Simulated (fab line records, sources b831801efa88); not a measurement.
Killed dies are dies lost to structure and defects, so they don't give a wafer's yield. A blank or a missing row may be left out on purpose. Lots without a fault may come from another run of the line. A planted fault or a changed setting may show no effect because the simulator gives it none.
Which tool did it? | flow gf180mcu | 13 lots, 39 wafers sampled, at 6 steps of a route of 602

WHAT THE GAUGES READ, wafer by wafer
GF_VT_IMPLANT_OVL_MEAS_18. Usual: VT_IMPLANT_01_OVL -0.5 nm, standard deviation 1.5.
lot  | measured     | on         | VT_IMPLANT_01_OVL (nm) | flag
L454 | day 6 15:22  | overlay-01 | -3.2 -1.7 -2.0         |
L455 | day 6 20:58  | overlay-01 | 0.4 0.6 -0.3           |
L456 | day 7 09:05  | overlay-02 | 0.3 1.7 0.7            |
L462 | day 8 15:31  | overlay-02 | -1.6 -1.2 -1.0         |
L464 | day 9 03:19  | overlay-02 | 0.0 0.1 0.5            |
L466 | day 9 14:40  | overlay-02 | 1.5 -0.2 -0.4          |
L467 | day 9 22:46  | overlay-01 | 1.3 0.6 0.4            |
L470 | day 10 18:40 | overlay-01 | -1.2 0.9 -1.7          |
L471 | day 11 01:47 | overlay-02 | -0.2 -2.4 -0.4         |
L472 | day 11 09:37 | overlay-02 | -0.8 -0.8 -1.6         |
L474 | day 11 16:19 | overlay-02 | 1.8 0.2 1.0            |
L475 | day 12 01:34 | overlay-01 | 0.9 0.7 0.9            |
L476 | day 12 07:46 | overlay-01 | 1.2 1.5 -0.7           |

GF_VT_IMPLANT_OVL_MEAS_29. Usual: VT_IMPLANT_02_OVL -0.6 nm, standard deviation 1.2.
lot  | measured     | on         | VT_IMPLANT_02_OVL (nm) | flag
L454 | day 7 07:31  | overlay-01 | -0.7 -0.5 -1.7         |
L455 | day 7 12:37  | overlay-02 | -0.9 -1.0 -0.2         |
L456 | day 8 00:32  | overlay-01 | -0.8 0.6 0.3           |
L462 | day 9 08:37  | overlay-02 | 1.0 -0.1 -0.2          |
L464 | day 9 21:31  | overlay-02 | -3.0 -2.5 -2.0         |
L466 | day 10 08:34 | overlay-02 | 0.8 -1.3 -0.6          |
L467 | day 10 17:28 | overlay-01 | -3.6 0.2 -2.0          |
L470 | day 11 13:46 | overlay-01 | -0.5 -2.0 -0.5         |
L471 | day 11 20:25 | overlay-01 | -0.4 1.3 -0.6          |
L472 | day 12 05:04 | overlay-02 | -1.8 -1.4 -1.3         |
L474 | day 12 11:53 | overlay-01 | 0.5 0.8 -1.4           |
L475 | day 12 20:34 | overlay-02 | -1.6 -0.3 -4.1         |
L476 | day 13 03:19 | overlay-01 | -0.8 0.8 -1.1          |

GF_DUAL_GATE_OVL_MEAS_11. Usual: DUAL_GATE_OVL -0.7 nm, standard deviation 1.9.
lot  | measured     | on         | DUAL_GATE_OVL (nm) | flag
L454 | day 8 18:10  | overlay-01 | 0.8 0.7 2.0        |
L455 | day 8 23:58  | overlay-01 | -1.3 0.0 1.0       |
L456 | day 9 13:02  | overlay-02 | 0.3 0.1 0.5        |
L462 | day 10 23:19 | overlay-01 | -4.1 -1.4 -1.8     |
L464 | day 11 12:20 | overlay-01 | 2.0 2.4 2.8        |
L466 | day 12 00:04 | overlay-01 | -1.3 -1.4 -2.5     |
L467 | day 12 09:44 | overlay-02 | 0.3 0.0 -0.5       |
L470 | day 13 07:37 | overlay-02 | -2.5 -4.7 -2.6     |
L471 | day 13 15:10 | overlay-02 | -2.2 -1.4 0.7      |
L472 | day 14 00:52 | overlay-02 | -2.8 -1.5 -0.5     |
L474 | day 14 07:53 | overlay-01 | -2.1 0.0 -1.2      |
L475 | day 14 15:43 | overlay-02 | -2.1 0.3 -1.8      |
L476 | day 14 23:04 | overlay-02 | -1.4 -0.7 0.8      |

GF_HV_LDD_TW_MEAS_11. Usual: HV_LDD_TW 2419, standard deviation 12.
lot  | measured     | on            | HV_LDD_TW      | flag
L454 | day 10 14:44 | film_metro-03 | 2428 2436 2431 |
L455 | day 10 17:40 | film_metro-01 | 2401 2413 2412 |
L456 | day 11 06:52 | film_metro-01 | 2424 2416 2410 |
L462 | day 12 19:01 | film_metro-03 | 2438 2438 2438 |
L464 | day 13 10:14 | film_metro-04 | 2388 2408 2402 |
L466 | day 13 21:11 | film_metro-03 | 2297 2310 2299 | OFF
L467 | day 14 08:55 | film_metro-04 | 2299 2282 2296 | OFF
L470 | day 15 07:57 | film_metro-01 | 2420 2416 2431 |
L471 | day 15 16:15 | film_metro-04 | 2400 2403 2397 |
L472 | day 16 00:01 | film_metro-04 | 2415 2415 2425 |
L474 | day 16 09:57 | film_metro-01 | 2418 2418 2420 |
L475 | day 16 18:50 | film_metro-03 | 2411 2424 2415 |
L476 | day 17 01:07 | film_metro-01 | 2412 2415 2417 |

GF_HV_LDD_RS_MEAS_53: measures by four-point-probe. Usual: HV_LDD_RS 418.6 ohm/sq, standard deviation 1.
lot  | measured     | on            | HV_LDD_RS (ohm/sq) | flag
L454 | day 13 01:27 | film_metro-04 | 419.4 419.0 419.8  |
L455 | day 13 03:19 | film_metro-04 | 419.5 419.2 418.8  |
L456 | day 13 18:34 | film_metro-01 | 419.4 420.1 421.2  |
L462 | day 15 09:42 | film_metro-01 | 420.3 418.9 419.4  |
L464 | day 16 03:05 | film_metro-03 | 418.7 418.3 419.3  |
L466 | day 16 15:18 | film_metro-01 | 456.3 455.4 454.8  | OFF
L467 | day 17 02:52 | film_metro-03 | 455.3 454.7 453.5  | OFF
L470 | day 18 02:26 | film_metro-04 | 416.8 417.2 416.7  |
L471 | day 18 12:59 | film_metro-03 | 418.9 419.2 418.8  |
L472 | day 18 21:45 | film_metro-04 | 417.7 418.7 419.4  |
L474 | day 19 08:16 | film_metro-01 | 416.8 417.8 416.8  |
L475 | day 19 17:49 | film_metro-04 | 418.6 418.1 418.8  |
L476 | day 20 01:22 | film_metro-04 | 418.7 419.3 418.4  |

WHICH TOOL RAN EACH LOT (tool, then ch and the chambers of the sampled wafers, then the start)
lot  | GF_HV_LDD_IMPLANT_09
L454 | implanter-03 ch 0, day 10 14:29
L455 | implanter-02 ch 0, day 10 17:25
L456 | implanter-03 ch 0, day 11 06:40
L462 | implanter-04 ch 0, day 12 18:46
L464 | implanter-02 ch 0, day 13 09:59
L466 | implanter-02 ch 0, day 13 20:56
L467 | implanter-02 ch 0, day 14 08:40
L470 | implanter-04 ch 0, day 15 07:43
L471 | implanter-04 ch 0, day 15 16:02
L472 | implanter-03 ch 0, day 15 23:46
L474 | implanter-03 ch 0, day 16 09:44
L475 | implanter-03 ch 0, day 16 18:35
L476 | implanter-02 ch 0, day 17 00:52
- GF_HV_LDD_IMPLANT_09

WHAT THE TOOLS THEMSELVES READ (means of the sampled wafers that have a number; where no wafer has one, the mark that the record gives instead)
GF_HV_LDD_IMPLANT_09. Usual: beam_on_s 10.02 s, standard deviation 0.21; faraday_current_uA 563, standard deviation 11; tilt_deg 7.000 degrees, standard deviation 0.017.
lot  | tool         | beam_on_s (s) | faraday_current_uA | tilt_deg (degrees) | flag
L454 | implanter-03 | 9.97          | 565                | 7.002              |
L455 | implanter-02 | 10.21         | 552                | 6.975              |
L456 | implanter-03 | 10.03         | 563                | 7.006              |
L462 | implanter-04 | 10.08         | 559                | 6.994              |
L464 | implanter-02 | 10.00         | 563                | 7.007              |
L466 | implanter-02 | 8.27          | 682                | 7.014              | OFF
L467 | implanter-02 | 8.24          | 685                | 7.022              | OFF
L470 | implanter-04 | 9.78          | 576                | 7.004              |
L471 | implanter-04 | 10.02         | 564                | 6.972              |
L472 | implanter-03 | 9.88          | 571                | 7.002              |
L474 | implanter-03 | 10.28         | 548                | 7.000              |
L475 | implanter-03 | 9.97          | 565                | 6.993              |
L476 | implanter-02 | 9.86          | 570                | 6.981              |

THE ANSWER, worked out from the rows above alone
Rule: a lot is off if the mean of its wafers that have a number lies more than 3 standard deviations from the usual mean. A lot without any number at a reading at which 4 lots or more have one is off too. The other lots that the step has rows for count as sound. The gauges are gone through in route order, then the tools' own readings, and for those a lot's mean is taken as printed above. The first step at which some lot is off is used, and at that step the reading that is off furthest; a lot without a number counts as furthest.
Off: L466, L467, at GF_HV_LDD_TW_MEAS_11 (HV_LDD_TW).
A tool fits if, at a process step before that reading, it ran every lot that is off, and no sound lot after the first of them. The gauges at GF_HV_LDD_TW_MEAS_11 aren't tried: what is off there is off at GF_HV_LDD_IMPLANT_09 too, on other tools, and a gauge's error can't cause that. None of those tried fits.

WHAT THE SIMULATOR HAD PUT IN
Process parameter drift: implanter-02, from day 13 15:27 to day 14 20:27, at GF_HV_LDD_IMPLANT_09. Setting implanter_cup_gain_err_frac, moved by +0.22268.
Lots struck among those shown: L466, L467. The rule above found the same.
